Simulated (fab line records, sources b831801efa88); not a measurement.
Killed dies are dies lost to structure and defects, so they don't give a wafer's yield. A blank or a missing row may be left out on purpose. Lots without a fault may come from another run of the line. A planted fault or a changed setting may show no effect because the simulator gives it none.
Which tool did it? | flow sky130 | 6 lots, 18 wafers sampled, at 1 step of a route of 708

WHAT THE GAUGES READ, wafer by wafer
SKY_VIA4_BOW_MEAS_03.
lot  | measured     | on            | VIA4_BOW (um)
L718 | day 41 13:36 | film_metro-04 | 79 85 82
L724 | day 43 11:24 | film_metro-04 | 80 81 77
L732 | day 45 14:12 | film_metro-01 | 74 74 78
L734 | day 45 23:26 | film_metro-04 | 76 88 68
L739 | day 47 14:34 | film_metro-03 | 86 78 69
L738 | day 47 17:23 | film_metro-01 | 87 79 85

WHICH TOOL RAN EACH LOT (tool, then ch and the chambers of the sampled wafers, then the start)
The record holds no process step before these readings.

THE ANSWER, worked out from the rows above alone
Rule: what is usual is taken from the lots themselves. Put in order of their means at a reading, lots are off if they are a third of the lots or fewer, leave a main group of 4 or more, and stand apart from it by a gap of 3 or more times the standard deviation of the main group's means; of several such gaps the widest counts. A main group whose means are all the same, to the digits that the tables above print for the reading, isn't used. A lot without any number at a reading at which 4 lots or more have one is off too. The other lots that the step has rows for count as sound.
No lot is off at any reading shown: from this, nothing can be told.

WHAT THE SIMULATOR HAD PUT IN
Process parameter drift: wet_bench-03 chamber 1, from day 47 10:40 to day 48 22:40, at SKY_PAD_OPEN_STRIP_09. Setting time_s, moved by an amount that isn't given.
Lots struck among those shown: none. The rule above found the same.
